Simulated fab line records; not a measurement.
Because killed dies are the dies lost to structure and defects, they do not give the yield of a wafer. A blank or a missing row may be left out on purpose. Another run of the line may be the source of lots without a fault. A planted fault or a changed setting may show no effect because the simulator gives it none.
fab line records	flow sky130	part 1 of 2: steps 1 to 21 of 29
record: lots: 5	wafers: 15	last-day: 49
route steps=708 shown VT_ADJUST_HVTP@88 VT_ADJUST_LVTN@97
lots that met no fault: from a run of the same line without faults
start-h: the number of hours between the record's first day and the start of the first shown wafer of the lot	wait-h: hours from the lot's prior step to this one	" the same as in the row above	L1.1+2: a single row standing in for several wafers	- either no value or no given start	* or withheld: withheld	< > ~ a bound
route shown NAME@n: a module of which the file shows steps, and the number in the route of the first	usual: the fault-free wafers' mean and standard deviation	same: alike in all rows	chamber/n: place in a boat	sites: each site's reading	_std_site: their standard deviation	_edge_site: inner sites' mean taken away from outer sites' mean	radius-mm: how far each site lies from the wafer's centre	mask NAME#n: copy n	behind: the last tool/chamber to shape the wafer	hold: cause of the lot's hold/its duration in hours/its outcome	device: whichever transistor did not switch (one of n, p or np)	end of line: tests of these same wafers at the route's end	a step with no rows: only its recipe	killed: not the wafer's yield, but the dies lost to structure and defects at the first sort	map: per-die view of a wafer (x killed, . not killed, _ where there is no die)
set.NAME: the setting the step ran with; set.NAME@STEP: the setting that earlier step ran with	model.NAME: the simulator's own value behind a step, which no gauge read
certain route steps with their lots: each step a table, each wafer a row
services: when a tool's chamber went out of use (start-h, in hours from the record's first day, below 0 if earlier), for how many hours, and the reason
== steps ==
step: SKY_VT_ADJUST_HVTP_SOFTBAKE_03
recipe: temp-c: 90	time-s: 60	resist: NOVOLAK
usual: chill-plate-temp-C: 22.99/0.12	exhaust-pa: 44.8/0.92
lot.wafer	tool	chamber	start-h	wait-h	chill-plate-temp-C	exhaust-pa
L074.1	litho-track-01	0	116.35	0.1	23.07	43.4
L074.2	"	0	"	"	23.08	43.2
L074.4	"	0	"	"	23.14	44.3
L077.2	litho-track-04	0	129.30	0.1	22.95	46.4
L077.3	"	0	"	"	23.01	46.9
L077.5	"	0	"	"	22.83	44.2
L090.4	litho-track-01	0	213.67	0.1	22.83	46.5
L090.5	"	0	"	"	23.08	46.9
L090.6	"	0	"	"	23.12	45.7
L093.1	litho-track-03	0	232.14	0.1	22.94	45.8
L093.5	"	0	"	"	22.65	44.6
L093.6	"	0	"	"	22.95	44.7
L094.2	litho-track-03	0	237.31	0.1	22.86	43.9
L094.3	"	0	"	"	22.87	42.7
L094.5	"	0	"	"	22.99	44.6
step: SKY_VT_ADJUST_HVTP_EXPOSE_04
recipe: mask-id: HVTPM	na: 0.6	source-shape: conventional	sigma-outer: 0.6	polarization: unpolarized	target-cd-nm: 380	dose-mj: 140
usual: reticle-temp-C: 22.98/0.1	stage-vel-mm-s: 499.96/0.26
lot.wafer	tool	chamber	start-h	wait-h	mask	reticle-temp-C	stage-vel-mm-s
L074.1	iline-stepper-02	0	-	-	HVTPM#0	22.78	500.28
L074.2	"	0	"	"	HVTPM#0	22.97	500.02
L074.4	"	0	"	"	HVTPM#0	22.90	500.48
L077.2	iline-stepper-02	0	-	-	HVTPM#0	23.12	500.34
L077.3	"	0	"	"	HVTPM#0	22.82	500.04
L077.5	"	0	"	"	HVTPM#0	22.80	500.18
L090.4	iline-stepper-02	0	-	-	HVTPM#0	22.92	500.15
L090.5	"	0	"	"	HVTPM#0	23.10	499.73
L090.6	"	0	"	"	HVTPM#0	22.95	499.94
L093.1	iline-stepper-01	0	-	-	HVTPM#0	22.93	499.88
L093.5	"	0	"	"	HVTPM#0	23.11	499.54
L093.6	"	0	"	"	HVTPM#0	22.89	499.79
L094.2	iline-stepper-02	0	-	-	HVTPM#0	23.07	500.22
L094.3	"	0	"	"	HVTPM#0	22.97	500.40
L094.5	"	0	"	"	HVTPM#0	22.83	499.99
step: SKY_VT_ADJUST_HVTP_PEB_05
recipe: temp-c: withheld	time-s: *	resist: NOVOLAK
usual: chill-plate-temp-C: *	exhaust-pa: 44.8/0.93
lot.wafer	tool	chamber	start-h	wait-h	chill-plate-temp-C	exhaust-pa
L074.1	litho-track-03	0	-	-	*	43.7
L074.2	"	0	"	"	*	44.5
L074.4	"	0	"	"	*	44.3
L077.2	litho-track-03	0	-	-	*	43.5
L077.3	"	0	"	"	*	43.2
L077.5	"	0	"	"	*	43.7
L090.4	litho-track-03	0	-	-	*	44.3
L090.5	"	0	"	"	*	45.2
L090.6	"	0	"	"	*	43.3
L093.1	litho-track-01	0	-	-	*	45.9
L093.5	"	0	"	"	*	46.4
L093.6	"	0	"	"	*	45.5
L094.2	litho-track-01	0	-	-	*	44.7
L094.3	"	0	"	"	*	45.5
L094.5	"	0	"	"	*	43.9
step: SKY_VT_ADJUST_HVTP_DEVELOP_06
recipe: resist: NOVOLAK	developer: TMAH	develop-time-s: 60	dev-temp-c: 23
usual: chill-plate-temp-C: 23.01/0.093	exhaust-pa: 44.9/1
lot.wafer	tool	chamber	start-h	wait-h	chill-plate-temp-C	exhaust-pa
L074.1	litho-track-03	0	125.49	0.1	22.95	44.2
L074.2	"	0	"	"	22.92	44.3
L074.4	"	0	"	"	22.99	44.5
L077.2	litho-track-03	0	138.36	0.1	23.03	43.8
L077.3	"	0	"	"	23.03	44.4
L077.5	"	0	"	"	23.02	44.7
L090.4	litho-track-03	0	224.41	0.1	23.07	45.8
L090.5	"	0	"	"	22.88	45.9
L090.6	"	0	"	"	23.04	45.9
L093.1	litho-track-01	0	243.45	0.1	23.00	45.1
L093.5	"	0	"	"	22.96	45.3
L093.6	"	0	"	"	23.10	45.3
L094.2	litho-track-01	0	249.27	0.1	22.98	45.1
L094.3	"	0	"	"	22.99	44.0
L094.5	"	0	"	"	23.28	46.0
step: SKY_VT_ADJUST_HVTP_CD_MEAS_07
recipe: target-cd-nm: 380
usual: cd-nm: 380.2/2.3
lot.wafer	tool	chamber	start-h	wait-h	cd-nm
L074.1	cd-sem-01	-	125.64	0.1	379.5
L074.2	"	-	"	"	381.4
L074.4	"	-	"	"	382.1
L077.2	cd-sem-02	-	138.51	0.1	375.7
L077.3	"	-	"	"	377.4
L077.5	"	-	"	"	377.5
L090.4	cd-sem-01	-	224.55	0.1	379.1
L090.5	"	-	"	"	378.4
L090.6	"	-	"	"	378.9
L093.1	cd-sem-01	-	243.60	0.1	377.0
L093.5	"	-	"	"	377.5
L093.6	"	-	"	"	378.4
L094.2	cd-sem-01	-	249.42	0.1	382.1
L094.3	"	-	"	"	381.7
L094.5	"	-	"	"	383.1
step: SKY_VT_ADJUST_HVTP_OVL_MEAS_08
usual: VT_ADJUST_HVTP_OVL: 0.1/1.6
lot.wafer	tool	chamber	start-h	wait-h	VT_ADJUST_HVTP_OVL[nm]
L074.1	overlay-02	-	125.76	0.1	2.2
L074.2	"	-	"	"	0.8
L074.4	"	-	"	"	1.1
L077.2	overlay-01	-	138.61	0.1	1.4
L077.3	"	-	"	"	0.1
L077.5	"	-	"	"	0.6
L090.4	overlay-01	-	224.63	0.1	0.8
L090.5	"	-	"	"	0.9
L090.6	"	-	"	"	0.7
L093.1	overlay-02	-	243.72	0.1	-1.2
L093.5	"	-	"	"	-0.2
L093.6	"	-	"	"	0.4
L094.2	overlay-01	-	249.52	0.1	3.4
L094.3	"	-	"	"	0.9
L094.5	"	-	"	"	0.8
step: SKY_VT_ADJUST_HVTP_IMPLANT_09
recipe: species: As	energy-kev: 150	dose-cm2: 4.3e+12	tilt-deg: withheld
usual: beam-on-s: 9.99/0.22	faraday-current-uA: 24.3/0.54
lot.wafer	tool	chamber	start-h	wait-h	beam-on-s	faraday-current-uA
L074.1	implanter-01	0	125.79	0.0	9.73	25.0
L074.2	"	0	"	"	9.92	24.5
L074.4	"	0	"	"	9.73	24.9
L077.2	implanter-03	0	138.67	0.0	10.28	23.4
L077.3	"	0	"	"	9.93	24.4
L077.5	"	0	"	"	10.24	23.7
L090.4	implanter-03	0	224.72	0.1	9.98	24.3
L090.5	"	0	"	"	10.13	23.8
L090.6	"	0	"	"	10.03	24.2
L093.1	implanter-03	0	243.75	0.0	9.85	24.7
L093.5	"	0	"	"	9.76	24.8
L093.6	"	0	"	"	10.19	23.8
L094.2	implanter-03	0	249.58	0.0	9.73	24.9
L094.3	"	0	"	"	10.11	24.0
L094.5	"	0	"	"	10.02	24.2
step: SKY_VT_ADJUST_HVTP_STRIP_10
recipe: chemistry: O2/N2	power-w: 1400	pressure-mtorr: 1500	platen-temp-c: withheld	o2-flow-sccm: 3000	n2-flow-sccm: 300	overash-fraction: 0.5
usual: drypump-motor-current-A: 5.87/0.3	oes-product-au: 0.716/0.005	strip-time-to-endpoint-s: 14.19/0.045
lot.wafer	tool	chamber	start-h	wait-h	drypump-motor-current-A	oes-product-au	rf-hours-counter-h	strip-time-to-endpoint-s
L074.1	plasma-asher-01	0	125.94	0.1	5.76	0.717	1	14.22
L074.2	"	1	"	"	5.89	0.718	1	14.23
L074.4	"	0	"	"	5.74	0.710	-	14.26
L077.2	plasma-asher-02	1	138.79	0.1	5.55	0.717	47	14.22
L077.3	"	0	"	"	5.51	0.720	-	14.18
L077.5	"	1	"	"	5.58	0.715	-	14.24
L090.4	plasma-asher-03	0	224.83	0.1	6.10	0.725	-	14.19
L090.5	"	1	"	"	6.43	0.714	-	14.18
L090.6	"	0	"	"	6.08	0.717	-	14.18
L093.1	plasma-asher-02	1	243.90	0.1	5.57	0.713	57	14.15
L093.5	"	0	"	"	5.50	0.717	-	14.16
L093.6	"	1	"	"	5.54	0.714	-	14.15
L094.2	plasma-asher-03	0	249.70	0.1	6.10	0.711	53	14.21
L094.3	"	0	"	"	6.09	0.709	-	14.16
L094.5	"	0	"	"	6.07	0.718	-	14.16
step: SKY_VT_ADJUST_HVTP_TW_MEAS_11
usual: VT_ADJUST_HVTP_TW: 1350/18
lot.wafer	tool	chamber	start-h	wait-h	VT_ADJUST_HVTP_TW
L074.1	film-metro-01	-	126.04	0.1	1369
L074.2	"	-	"	"	1369
L074.4	"	-	"	"	1363
L077.2	film-metro-04	-	138.90	0.1	1353
L077.3	"	-	"	"	1354
L077.5	"	-	"	"	1359
L090.4	film-metro-04	-	224.92	0.1	1353
L090.5	"	-	"	"	1346
L090.6	"	-	"	"	1351
L093.1	film-metro-02	-	244.00	0.1	1329
L093.5	"	-	"	"	1329
L093.6	"	-	"	"	1323
L094.2	film-metro-04	-	249.81	0.1	1348
L094.3	"	-	"	"	1355
L094.5	"	-	"	"	1352
step: SKY_VT_ADJUST_LVTN_DEHYDRATE_00
recipe: temp-c: 201.8	time-s: 60
usual: chill-plate-temp-C: 22.99/0.11	exhaust-pa: 45.0/0.95
lot.wafer	tool	chamber	start-h	wait-h	chill-plate-temp-C	exhaust-pa
L074.1	litho-track-02	0	134.54	8.5	23.00	45.5
L074.2	"	0	"	"	22.95	45.6
L074.4	"	0	"	"	23.00	45.9
L077.2	litho-track-01	0	147.62	8.7	23.04	43.9
L077.3	"	0	"	"	23.00	45.5
L077.5	"	0	"	"	22.92	45.3
L090.4	litho-track-04	0	235.55	10.6	23.01	43.9
L090.5	"	0	"	"	22.96	43.6
L090.6	"	0	"	"	22.83	44.0
L093.1	litho-track-02	0	255.24	11.2	23.17	44.8
L093.5	"	0	"	"	23.08	45.4
L093.6	"	0	"	"	23.02	46.2
L094.2	litho-track-02	0	261.02	11.2	22.91	45.1
L094.3	"	0	"	"	22.95	45.2
L094.5	"	0	"	"	23.13	46.5
step: SKY_VT_ADJUST_LVTN_HMDS_01
recipe: prime-time-s: 60	prime-temp-c: 120
usual: chill-plate-temp-C: 23.01/0.11	exhaust-pa: 45.0/0.78
lot.wafer	tool	chamber	start-h	wait-h	chill-plate-temp-C	exhaust-pa
L074.1	litho-track-02	0	134.69	0.1	23.17	46.7
L074.2	"	0	"	"	23.03	46.0
L074.4	"	0	"	"	23.09	46.1
L077.2	litho-track-01	0	147.77	0.1	23.26	44.0
L077.3	"	0	"	"	23.07	45.3
L077.5	"	0	"	"	23.13	44.5
L090.4	litho-track-04	0	235.70	0.1	22.99	44.5
L090.5	"	0	"	"	22.99	45.9
L090.6	"	0	"	"	23.04	45.5
L093.1	litho-track-02	0	255.39	0.1	23.06	45.7
L093.5	"	0	"	"	22.96	46.0
L093.6	"	0	"	"	22.85	45.1
L094.2	litho-track-02	0	261.17	0.1	22.97	46.0
L094.3	"	0	"	"	23.12	44.1
L094.5	"	0	"	"	23.02	44.5
step: SKY_VT_ADJUST_LVTN_COAT_02
recipe: spin-rpm: 2000	resist-thk-nm: 3000
usual: chill-plate-temp-C: 22.99/0.13	exhaust-pa: 45.0/0.86
lot.wafer	tool	chamber	start-h	wait-h	chill-plate-temp-C	exhaust-pa
L074.1	litho-track-02	0	134.84	0.1	23.06	44.4
L074.2	"	0	"	"	23.26	46.1
L074.4	"	0	"	"	22.86	45.5
L077.2	litho-track-01	0	147.92	0.1	22.62	45.1
L077.3	"	0	"	"	22.64	43.7
L077.5	"	0	"	"	22.81	44.1
L090.4	litho-track-04	0	235.85	0.1	23.05	45.1
L090.5	"	0	"	"	23.01	45.6
L090.6	"	0	"	"	23.06	45.5
L093.1	litho-track-02	0	255.54	0.1	22.92	43.3
L093.5	"	0	"	"	22.98	43.0
L093.6	"	0	"	"	22.87	44.4
L094.2	litho-track-02	0	261.32	0.1	22.89	46.0
L094.3	"	0	"	"	22.98	46.1
L094.5	"	0	"	"	22.86	46.2
step: SKY_VT_ADJUST_LVTN_SOFTBAKE_03
recipe: temp-c: 110	time-s: withheld
usual: chill-plate-temp-C: 23.01/0.099	exhaust-pa: 45.1/0.89
lot.wafer	tool	chamber	start-h	wait-h	chill-plate-temp-C	exhaust-pa
L074.1	litho-track-02	0	134.99	0.1	23.06	44.3
L074.2	"	0	"	"	23.21	43.6
L074.4	"	0	"	"	23.20	44.9
L077.2	litho-track-01	0	148.08	0.1	23.07	45.7
L077.3	"	0	"	"	23.16	46.0
L077.5	"	0	"	"	22.93	45.0
L090.4	litho-track-04	0	236.02	0.1	22.75	46.2
L090.5	"	0	"	"	22.81	43.6
L090.6	"	0	"	"	22.91	45.4
L093.1	litho-track-02	0	255.69	0.1	23.15	43.9
L093.5	"	0	"	"	23.16	44.1
L093.6	"	0	"	"	23.08	44.8
L094.2	litho-track-02	0	261.48	0.1	23.05	46.2
L094.3	"	0	"	"	23.04	45.4
L094.5	"	0	"	"	23.05	44.5
step: SKY_VT_ADJUST_LVTN_EXPOSE_04
recipe: mask-id: NWM_COMPLEMENT_LESS_NATIVE	na: 0.6	source-shape: conventional	sigma-outer: 0.6	polarization: unpolarized	target-cd-nm: 840	dose-mj: 194
usual: reticle-temp-C: 22.99/0.11	stage-vel-mm-s: 499.99/0.25
lot.wafer	tool	chamber	start-h	wait-h	mask	reticle-temp-C	stage-vel-mm-s
L074.1	iline-stepper-02	0	-	-	NWM_COMPLEMENT_LESS_NATIVE#0	23.08	499.95
L074.2	"	0	"	"	NWM_COMPLEMENT_LESS_NATIVE#0	23.19	500.03
L074.4	"	0	"	"	NWM_COMPLEMENT_LESS_NATIVE#0	22.86	500.20
L077.2	iline-stepper-02	0	-	-	NWM_COMPLEMENT_LESS_NATIVE#0	23.16	500.27
L077.3	"	0	"	"	NWM_COMPLEMENT_LESS_NATIVE#0	23.11	500.68
L077.5	"	0	"	"	NWM_COMPLEMENT_LESS_NATIVE#0	23.01	500.25
L090.4	iline-stepper-01	0	-	-	NWM_COMPLEMENT_LESS_NATIVE#0	23.07	499.81
L090.5	"	0	"	"	NWM_COMPLEMENT_LESS_NATIVE#0	22.97	499.92
L090.6	"	0	"	"	NWM_COMPLEMENT_LESS_NATIVE#0	22.89	499.80
L093.1	iline-stepper-02	0	-	-	NWM_COMPLEMENT_LESS_NATIVE#0	23.00	500.06
L093.5	"	0	"	"	NWM_COMPLEMENT_LESS_NATIVE#0	23.18	500.00
L093.6	"	0	"	"	NWM_COMPLEMENT_LESS_NATIVE#0	23.01	499.59
L094.2	iline-stepper-02	0	-	-	NWM_COMPLEMENT_LESS_NATIVE#0	22.90	499.80
L094.3	"	0	"	"	NWM_COMPLEMENT_LESS_NATIVE#0	22.93	500.23
L094.5	"	0	"	"	NWM_COMPLEMENT_LESS_NATIVE#0	22.83	499.94
step: SKY_VT_ADJUST_LVTN_PEB_05
recipe: temp-c: 115	time-s: withheld
usual: chill-plate-temp-C: 22.99/0.11	exhaust-pa: 44.8/0.84
lot.wafer	tool	chamber	start-h	wait-h	chill-plate-temp-C	exhaust-pa
L074.1	litho-track-01	0	-	-	23.01	43.8
L074.2	"	0	"	"	23.10	45.2
L074.4	"	0	"	"	23.15	45.5
L077.2	litho-track-02	0	-	-	23.00	44.1
L077.3	"	0	"	"	22.96	45.6
L077.5	"	0	"	"	23.15	44.2
L090.4	litho-track-02	0	-	-	23.13	45.6
L090.5	"	0	"	"	22.73	45.5
L090.6	"	0	"	"	23.01	45.3
L093.1	litho-track-01	0	-	-	23.11	44.0
L093.5	"	0	"	"	23.10	44.3
L093.6	"	0	"	"	23.12	44.2
L094.2	litho-track-02	0	-	-	23.09	45.7
L094.3	"	0	"	"	23.07	45.1
L094.5	"	0	"	"	22.90	45.8
step: SKY_VT_ADJUST_LVTN_DEVELOP_06
recipe: wall-angle-deg: 90	developer: TMAH	develop-time-s: 60	dev-temp-c: 23
usual: chill-plate-temp-C: 23.01/0.11	exhaust-pa: 44.9/0.92
lot.wafer	tool	chamber	start-h	wait-h	chill-plate-temp-C	exhaust-pa
L074.1	litho-track-01	0	-	-	23.03	42.7
L074.2	"	0	"	"	22.87	43.4
L074.4	"	0	"	"	23.00	42.6
L077.2	litho-track-02	0	-	-	22.95	44.0
L077.3	"	0	"	"	23.01	45.1
L077.5	"	0	"	"	23.04	44.8
L090.4	litho-track-02	0	-	-	22.92	44.3
L090.5	"	0	"	"	23.03	44.2
L090.6	"	0	"	"	22.91	44.0
L093.1	litho-track-01	0	-	-	23.01	44.5
L093.5	"	0	"	"	23.12	44.6
L093.6	"	0	"	"	22.97	44.5
L094.2	litho-track-02	0	-	-	23.00	44.0
L094.3	"	0	"	"	23.00	45.5
L094.5	"	0	"	"	23.00	45.7
step: SKY_VT_ADJUST_LVTN_OVL_MEAS_07
usual: VT_ADJUST_LVTN_OVL: 0.9/1.4
lot.wafer	tool	chamber	start-h	wait-h	VT_ADJUST_LVTN_OVL[nm]
L074.1	overlay-01	-	145.05	-	3.1
L074.2	"	-	"	"	3.2
L074.4	"	-	"	"	1.9
L077.2	overlay-01	-	158.05	-	1.5
L077.3	"	-	"	"	2.1
L077.5	"	-	"	"	0.1
L090.4	overlay-02	-	247.71	-	3.3
L090.5	"	-	"	"	2.2
L090.6	"	-	"	"	0.5
L093.1	overlay-01	-	268.35	-	1.1
L093.5	"	-	"	"	2.6
L093.6	"	-	"	"	0.6
L094.2	overlay-01	-	273.05	-	-2.1
L094.3	"	-	"	"	-0.8
L094.5	"	-	"	"	-0.5
step: SKY_VT_ADJUST_LVTN_IMPLANT_08
recipe: species: B	energy-kev: 30	dose-cm2: 1.57e+12	tilt-deg: withheld
usual: beam-on-s: 9.98/0.22	faraday-current-uA: 8.87/0.19
lot.wafer	tool	chamber	start-h	wait-h	beam-on-s	faraday-current-uA
L074.1	implanter-04	0	145.08	0.0	10.19	8.67
L074.2	"	0	"	"	10.22	8.67
L074.4	"	0	"	"	10.00	8.86
L077.2	implanter-04	0	158.11	0.0	10.12	8.79
L077.3	"	0	"	"	10.01	8.88
L077.5	"	0	"	"	10.03	8.79
L090.4	implanter-03	0	247.80	0.1	9.83	9.01
L090.5	"	0	"	"	10.11	8.77
L090.6	"	0	"	"	9.86	9.02
L093.1	implanter-03	0	268.38	0.0	9.89	8.98
L093.5	"	0	"	"	10.24	8.63
L093.6	"	0	"	"	9.72	9.09
L094.2	implanter-04	0	273.10	0.0	9.46	9.29
L094.3	"	0	"	"	10.29	8.60
L094.5	"	0	"	"	9.86	9.01
step: SKY_VT_ADJUST_LVTN_STRIP_09
recipe: chemistry: O2/N2	power-w: 1400	pressure-mtorr: 1500	platen-temp-c: withheld	o2-flow-sccm: 3000	n2-flow-sccm: 300	overash-fraction: 0.5
usual: drypump-motor-current-A: 5.5/0.31	oes-product-au: 0.722/0.0048	strip-time-to-endpoint-s: 36.95/0.11
lot.wafer	tool	chamber	start-h	wait-h	drypump-motor-current-A	oes-product-au	rf-hours-counter-h	strip-time-to-endpoint-s
L074.1	plasma-asher-01	0	145.23	0.1	5.7	0.724	3	36.91
L074.2	"	1	"	"	5.9	0.727	3	36.82
L074.4	"	1	"	"	5.9	0.726	-	36.86
L077.2	plasma-asher-04	1	158.23	0.1	5.4	0.725	36	36.84
L077.3	"	0	"	"	4.9	0.718	-	36.99
L077.5	"	1	"	"	5.4	0.726	-	36.93
L090.4	plasma-asher-01	1	247.91	0.1	5.9	0.725	-	37.10
L090.5	"	1	"	"	5.9	0.718	-	37.04
L090.6	"	0	"	"	5.7	0.719	-	37.06
L093.1	plasma-asher-04	1	268.53	0.1	5.4	0.718	47	36.88
L093.5	"	1	"	"	5.4	0.713	-	36.98
L093.6	"	0	"	"	5.0	0.723	-	36.98
L094.2	plasma-asher-04	1	273.23	0.1	5.4	0.716	48	37.18
L094.3	"	0	"	"	5.0	0.718	-	37.10
L094.5	"	0	"	"	5.0	0.723	-	37.14
step: SKY_VT_ADJUST_LVTN_TW_MEAS_10
usual: VT_ADJUST_LVTN_TW: 240/3.1
lot.wafer	tool	chamber	start-h	wait-h	VT_ADJUST_LVTN_TW
L074.1	film-metro-03	-	145.33	0.1	240
L074.2	"	-	"	"	239
L074.4	"	-	"	"	240
L077.2	film-metro-01	-	158.34	0.1	243
L077.3	"	-	"	"	245
L077.5	"	-	"	"	245
L090.4	film-metro-01	-	248.01	0.1	244
L090.5	"	-	"	"	243
L090.6	"	-	"	"	244
L093.1	film-metro-02	-	268.63	0.1	237
L093.5	"	-	"	"	239
L093.6	"	-	"	"	238
L094.2	film-metro-03	-	273.34	0.1	242
L094.3	"	-	"	"	240
L094.5	"	-	"	"	240
step: SKY_VT_ADJUST_LVTN_DEHYDRATE_11
recipe: temp-c: 200	time-s: 60
usual: chill-plate-temp-C: 23.00/0.11	exhaust-pa: 45.2/0.88
lot.wafer	tool	chamber	start-h	wait-h	chill-plate-temp-C	exhaust-pa
L074.1	litho-track-04	0	154.77	9.4	22.90	45.5
L074.2	"	0	"	"	23.13	46.0
L074.4	"	0	"	"	22.87	46.7
L077.2	litho-track-04	0	167.65	9.3	22.99	43.3
L077.3	"	0	"	"	23.07	45.5
L077.5	"	0	"	"	22.98	44.8
L090.4	litho-track-01	0	259.17	11.2	23.00	44.0
L090.5	"	0	"	"	23.07	44.6
L090.6	"	0	"	"	23.09	43.9
L093.1	litho-track-04	0	280.02	11.4	23.06	45.2
L093.5	"	0	"	"	22.98	46.0
L093.6	"	0	"	"	22.90	46.6
L094.2	litho-track-02	0	284.67	11.3	22.94	45.5
L094.3	"	0	"	"	23.00	45.7
L094.5	"	0	"	"	22.85	44.5
